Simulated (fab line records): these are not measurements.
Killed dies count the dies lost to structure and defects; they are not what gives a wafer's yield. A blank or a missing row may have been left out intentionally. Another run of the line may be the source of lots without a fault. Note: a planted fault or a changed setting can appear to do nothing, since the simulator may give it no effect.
The tool behind it: which one? | flow gf180mcu | 72 wafers from 24 lots sampled at 4 of the route's 602 steps

== WHAT THE GAUGES READ, wafer by wafer ==
GF_V1_OVL_MEAS_15.
lot  | measured     | on         | V1_OVL (nm)
L074 | day 17 23:34 | overlay-01 | 7 2 7
L075 | day 18 20:54 | overlay-01 | 3 1 -7
L076 | day 18 23:44 | overlay-02 | -8 2 -11
L077 | day 19 02:26 | overlay-02 | 1 3 9
L078 | day 19 22:41 | overlay-02 | 1 7 4
L080 | day 20 11:06 | overlay-01 | 13 3 6
L079 | day 20 13:56 | overlay-01 | -1 6 2
L081 | day 20 22:20 | overlay-01 | -5 2 0
L082 | day 21 07:56 | overlay-02 | -9 -7 -5
L083 | day 21 19:56 | overlay-02 | 4 8 3
L084 | day 22 00:54 | overlay-01 | -5 -6 -2
L085 | day 22 11:02 | overlay-01 | -1 2 4
L086 | day 22 18:51 | overlay-02 | -7 -4 2
L087 | day 23 01:56 | overlay-02 | -2 2 -9
L088 | day 23 08:50 | overlay-02 | -1 -4 -9
L089 | day 23 14:08 | overlay-02 | 4 10 -1
L090 | day 23 23:54 | overlay-02 | 4 -3 0
L091 | day 24 07:05 | overlay-02 | -6 2 1
L092 | day 24 18:28 | overlay-01 | 1 2 1
L093 | day 24 23:02 | overlay-02 | 6 6 9
L094 | day 25 05:04 | overlay-01 | -8 3 -13
L095 | day 25 12:55 | overlay-02 | 10 3 -1
L096 | day 25 18:53 | overlay-02 | 0 6 -6
L097 | day 26 02:47 | overlay-02 | 1 -1 -3

GF_V1_THK_MEAS_25: measures by xrf.
lot  | measured     | on            | V1_W_THK (nm)
L074 | day 18 00:36 | film metro-03 | 348 340 339
L075 | day 18 21:56 | film metro-02 | 341 346 346
L076 | day 19 00:46 | film metro-03 | 343 345 348
L077 | day 19 03:29 | film metro-01 | 350 339 346
L078 | day 19 23:43 | film metro-01 | 340 342 345
L080 | day 20 12:10 | film metro-01 | 345 354 351
L079 | day 20 15:05 | film metro-02 | 342 338 341
L081 | day 20 23:22 | film metro-01 | 345 339 340
L082 | day 21 09:19 | film metro-02 | 345 347 338
L083 | day 21 20:58 | film metro-03 | 345 346 343
L084 | day 22 01:56 | film metro-03 | 340 344 343
L085 | day 22 12:04 | film metro-02 | 345 339 339
L086 | day 22 19:53 | film metro-02 | 342 342 343
L087 | day 23 02:58 | film metro-01 | 347 347 343
L088 | day 23 09:52 | film metro-02 | 343 349 348
L089 | day 23 15:11 | film metro-02 | 344 349 347
L090 | day 24 00:56 | film metro-01 | 339 333 338
L091 | day 24 08:08 | film metro-01 | 348 345 352
L092 | day 24 19:31 | film metro-01 | 349 348 349
L093 | day 25 00:05 | film metro-03 | 341 350 344
L094 | day 25 06:07 | film metro-01 | 339 339 334
L095 | day 25 13:56 | film metro-02 | 347 352 348
L096 | day 25 19:56 | film metro-03 | 343 347 344
L097 | day 26 03:49 | film metro-01 | 342 344 343

== TOOL THAT RAN EACH LOT (tool first, then ch and the chambers of the sampled wafers, then the start) ==
lot  | GF_SALICIDE_RTA_08               | GF_V1_SPUTTER_21
L074 | rtp anneal-02 ch 0, day 14 23:46 | pvd sputter-01, day 18 00:15
L075 | rtp anneal-02 ch 0, day 15 19:04 | pvd sputter-03, day 18 21:36
L076 | rtp anneal-01 ch 0, day 15 22:32 | pvd sputter-04, day 19 00:25
L077 | rtp anneal-02 ch 0, day 16 01:28 | pvd sputter-04, day 19 03:08
L078 | rtp anneal-01 ch 0, day 16 19:37 | pvd sputter-01, day 19 23:23
L080 | rtp anneal-01 ch 0, day 17 07:41 | pvd sputter-01, day 20 11:50
L079 | rtp anneal-01 ch 0, day 17 10:15 | pvd sputter-03, day 20 14:44
L081 | rtp anneal-01 ch 0, day 17 17:58 | pvd sputter-04, day 20 23:02
L082 | rtp anneal-02 ch 0, day 18 03:09 | pvd sputter-01, day 21 08:59
L083 | rtp anneal-01 ch 0, day 18 14:21 | pvd sputter-04, day 21 20:37
L084 | rtp anneal-02 ch 0, day 18 20:20 | pvd sputter-01, day 22 01:36
L085 | rtp anneal-01 ch 0, day 19 05:57 | pvd sputter-03, day 22 11:43
L086 | rtp anneal-02 ch 0, day 19 14:47 | pvd sputter-04, day 22 19:33
L087 | rtp anneal-02 ch 0, day 19 22:49 | pvd sputter-04, day 23 02:37
L088 | rtp anneal-01 ch 0, day 20 06:12 | pvd sputter-03, day 23 09:31
L089 | rtp anneal-02 ch 0, day 20 12:53 | pvd sputter-01, day 23 14:49
L090 | rtp anneal-02 ch 0, day 20 22:08 | pvd sputter-01, day 24 00:37
L091 | rtp anneal-02 ch 0, day 21 05:53 | pvd sputter-01, day 24 07:48
L092 | rtp anneal-01 ch 0, day 21 18:14 | pvd sputter-03, day 24 19:10
L093 | rtp anneal-01 ch 0, day 21 23:14 | pvd sputter-01, day 24 23:43
L094 | rtp anneal-01 ch 0, day 22 05:16 | pvd sputter-04, day 25 05:45
L095 | rtp anneal-01 ch 0, day 22 13:59 | pvd sputter-04, day 25 13:36
L096 | rtp anneal-02 ch 0, day 22 21:37 | pvd sputter-01, day 25 19:34
L097 | rtp anneal-02 ch 0, day 23 06:07 | pvd sputter-01, day 26 03:28
- GF_SALICIDE_RTA_08: time 30 s.
- GF_V1_SPUTTER_21: material Ti, target thk 15 nm, time 80.02 s.

== WHAT THE TOOLS THEMSELVES READ (means of the sampled wafers that have a number; where no wafer has one, the mark that the record gives instead) ==
GF_SALICIDE_RTA_08.
lot  | tool          | lamp power pct (%) | wafer_temp_C_max
L074 | rtp anneal-02 | 15.4               | 805.5
L075 | rtp anneal-02 | 15.5               | 805.1
L076 | rtp anneal-01 | 19.1               | 806.4
L077 | rtp anneal-02 | 15.5               | 806.1
L078 | rtp anneal-01 | 19.0               | 807.4
L080 | rtp anneal-01 | 19.1               | 805.4
L079 | rtp anneal-01 | 19.0               | 806.3
L081 | rtp anneal-01 | 19.0               | 806.3
L082 | rtp anneal-02 | 15.5               | 806.5
L083 | rtp anneal-01 | 19.1               | 806.9
L084 | rtp anneal-02 | 15.4               | 806.8
L085 | rtp anneal-01 | 19.1               | 806.6
L086 | rtp anneal-02 | 15.4               | 805.7
L087 | rtp anneal-02 | 15.4               | 805.7
L088 | rtp anneal-01 | 19.1               | 807.2
L089 | rtp anneal-02 | 15.5               | 806.3
L090 | rtp anneal-02 | 15.5               | 805.3
L091 | rtp anneal-02 | 15.4               | 806.3
L092 | rtp anneal-01 | 19.1               | 806.5
L093 | rtp anneal-01 | 19.0               | 806.7
L094 | rtp anneal-01 | 19.0               | 807.8
L095 | rtp anneal-01 | 19.1               | 807.7
L096 | rtp anneal-02 | 15.4               | 806.3
L097 | rtp anneal-02 | 15.4               | 805.8

GF_V1_SPUTTER_21.
lot  | tool           | throttle valve pct (%)
L074 | pvd sputter-01 | 29.4
L075 | pvd sputter-03 | 30.2
L076 | pvd sputter-04 | 29.8
L077 | pvd sputter-04 | 30.5
L078 | pvd sputter-01 | 29.1
L080 | pvd sputter-01 | 29.0
L079 | pvd sputter-03 | 29.5
L081 | pvd sputter-04 | 30.1
L082 | pvd sputter-01 | 29.1
L083 | pvd sputter-04 | 30.1
L084 | pvd sputter-01 | 29.3
L085 | pvd sputter-03 | 30.0
L086 | pvd sputter-04 | 30.1
L087 | pvd sputter-04 | 30.1
L088 | pvd sputter-03 | 30.0
L089 | pvd sputter-01 | 29.1
L090 | pvd sputter-01 | 29.4
L091 | pvd sputter-01 | 29.2
L092 | pvd sputter-03 | 30.2
L093 | pvd sputter-01 | 29.2
L094 | pvd sputter-04 | 30.3
L095 | pvd sputter-04 | 30.1
L096 | pvd sputter-01 | 29.1
L097 | pvd sputter-01 | 29.1

== THE ANSWER, worked out from the rows above alone ==
Rule: usual is defined by the lots themselves. The widest of any qualifying gaps counts: lots, ordered by their means at a reading, are off when they make up no more than a third of the lots, leave a main group of 4 or more, and stand apart from it by 3 or more times the standard deviation of that group's means. A main group is skipped when, at the precision printed for the reading in the tables above, its means are all equal. A lot without any number at a reading at which 4 lots or more have one is off too. Any other lot the step has rows for is counted as sound. Order of review: gauges by route order, followed by the tools' own readings, for which a lot's mean as printed above is used. At the first step where some lot is off, the reading lying furthest off is the one used; lots without a number count as furthest.
No lot is off at any reading shown: from this, nothing can be told.

== WHAT HAD BEEN PUT IN BY THE SIMULATOR ==
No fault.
